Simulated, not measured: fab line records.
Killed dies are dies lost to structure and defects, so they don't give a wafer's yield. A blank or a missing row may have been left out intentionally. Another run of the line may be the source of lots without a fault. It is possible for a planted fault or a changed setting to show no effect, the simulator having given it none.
Chamber matching -- flow gf180mcu -- GF_V1_CMP_04 on cmp-02 has 4 sister chambers
The step polishes SiO2. 4 wafers are shown with their chamber, then 7 later ones without.

== WAFERS WITH THEIR CHAMBER ==
wafer,chamber,motorCurrentA (A)
L482.2,3,13.7
L482.3,2,10.3
L486.1,1,12.0
L486.6,0,13.1

== WAFERS WHOSE CHAMBER IS MISSING ==
wafer,motorCurrentA (A)
L488.2,14.3
L488.5,12.4
L489.2,9.3
L489.3,12.8
L498.1,12.1
L498.4,14.3
L498.6,9.5

== WHICH CHAMBER EACH WENT THROUGH ==
wafer,from the rows above,in truth
L488.2,can't be placed: 3 or 0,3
L488.5,can't be placed: 1 or 0 or 3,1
L489.2,2,2
L489.3,can't be placed: 0 or 1 or 3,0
L498.1,can't be placed: 1 or 0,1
L498.4,can't be placed: 3 or 0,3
L498.6,2,2
Correctly placed: 2 of 7. Cannot be placed on the basis of these rows: 5; the candidates contain the true chamber in 5. 0 placed wrongly.
How it was worked out, from the rows above alone: a wafer's distance from a chamber is the root of the sum, over the readings, of the square of ((its reading less the chamber's mean) divided by the reading's scatter). The wafer belongs to the nearest chamber; if the next one is less than 2 further off, it can't be placed. For every chamber, the mean is computed from those of its wafers that are shown. The scatter: with one shown wafer a chamber, the root of the mean of the squares of how far each hidden wafer lies from its nearest shown one.
